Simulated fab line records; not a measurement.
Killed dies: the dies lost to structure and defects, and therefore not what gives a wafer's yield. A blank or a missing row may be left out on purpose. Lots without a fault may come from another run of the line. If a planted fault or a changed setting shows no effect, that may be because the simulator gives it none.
A struck lot beside a sound one :: flow sky130 :: 15 out of 708 route steps
Sound: wafers L361.3, L361.5, L361.6. Struck: wafers L350.1, L350.5. The cause is named last.
For every step that has rows: the tool of each side, followed by ch and its chambers, followed by its first start. Under that, the readings that differ: sound wafers :: struck wafers :: difference of the means :: sigmas: that difference in standard deviations of wafers without a fault.
alike: same words and numbers on both sides, and readings whose means sit less than 2 such deviations apart. not compared: any withheld reading, any reading some wafer has no value for, any bound like >300 that may hide the same value, and any number with overlapping values for which the record gives no deviation.
The two part at a step that has a row with sigmas, a row that says differs or no value, or rows on one side only. Non-overlapping numbers with no deviation appear without sigmas and do not part them. A reading missing from all wafers of one side parts the sides only when that side holds two or more wafers.

first, 1 step without rows for these wafers: SKY_METAL5_CLEAN_19 (cleans in O3/DIW).
SKY_PASSIVATION_CVD_00: deposits SiO2, target thk 90 nm.
  sound on pecvd-03 ch 0, day 51 00:36; struck on pecvd-04 ch 0,1, day 46 14:04
  alike: heaterPowerW
SKY_PASSIVATION_THK_MEAS_01:
  sound: filmMetro-03 at day 51 00:40; struck: filmMetro-03 at day 46 14:05
  alike: PASSIVATION_CVD_00_THK
SKY_PASSIVATION_CVD_02: deposits Si3N4, target thk 540 nm.
  sound on pecvd-02 ch 1,2, day 51 00:43; struck on pecvd-03 ch 0,2, day 46 14:09
  alike: heaterPowerW
SKY_PASSIVATION_THK_MEAS_03:
  sound: filmMetro-04 at day 51 00:57; struck: filmMetro-03 at day 46 14:22
  alike: PASSIVATION_CVD_02_THK
then, 7 steps without rows for these wafers: SKY_PASSIVATION_DEHYDRATE_04 (time 60 s); SKY_PASSIVATION_HMDS_05 (prime time 60 s); SKY_PASSIVATION_COAT_06 (resist thk 3000 nm); SKY_PASSIVATION_SOFTBAKE_07; SKY_PASSIVATION_EXPOSE_08 (exposes mask NSM, target cd 3000 nm); SKY_PASSIVATION_PEB_09; SKY_PASSIVATION_DEVELOP_10 (develop time 60 s).
SKY_PASSIVATION_ETCH_11: etches the open film in CF4/O2, stops on AlCu, target depth 725 nm, time 161.1 s.
  sound on rieDiel-04 ch 0,1, day 51 17:42; struck on rieDiel-02 ch 2,3, day 47 11:43
reading: drypumpMotorCurrentA (A)
sound: 6.7 5.7 6.7
struck: 4.8 5.3
difference: -1.3
sigmas: -2

reading: oesProductAu (a.u.)
sound: 0.965 0.973 0.975
struck: 0.880 0.886
difference: -0.088
sigmas: -11

reading: throttleValvePct (%)
sound: 5.970 5.975 5.971
struck: 5.941 5.962
difference: -0.021
sigmas: -2

reading: model.etch.depthNm (nm)
sound: 700.9 714.9 707.5
struck: 585.3 597.7
difference: -116.3
sigmas: 

reading: model.PASSIVATION.featureDepthNm (nm)
sound: 700.9 714.9 707.5
struck: 585.3 597.7
difference: -116.3
sigmas: 

reading: model.coat_of_PASSIVATION_COAT_06.thkNm (nm)
sound: 2491 2524 2474
struck: 2616 2606
difference: +115
sigmas: 
  alike: O2_flow_sccm, biasW
  not compared: rfHoursCounterH
SKY_PASSIVATION_STRIP_12: strips in O2/N2.
  sound on plasmaAsher-04 ch 0,1, day 51 17:50; struck on plasmaAsher-01 ch 0,1, day 47 11:50
reading: stripTimeToEndpointS (s)
sound: 31.21 31.60 31.00
struck: 32.67 32.54
difference: +1.34
sigmas: +7
  alike: drypumpMotorCurrentA, oesProductAu
  not compared: rfHoursCounterH
then, 1 step without rows for these wafers: SKY_PAD_OPEN_DEHYDRATE_00 (time 60 s).

## WHERE THEY PART
First at SKY_PASSIVATION_ETCH_11; last, within this record, at SKY_PASSIVATION_STRIP_12.

WHY: what the simulator had put in
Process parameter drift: rieDiel-02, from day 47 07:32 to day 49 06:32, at SKY_PASSIVATION_ETCH_11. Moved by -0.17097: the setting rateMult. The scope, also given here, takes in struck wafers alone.
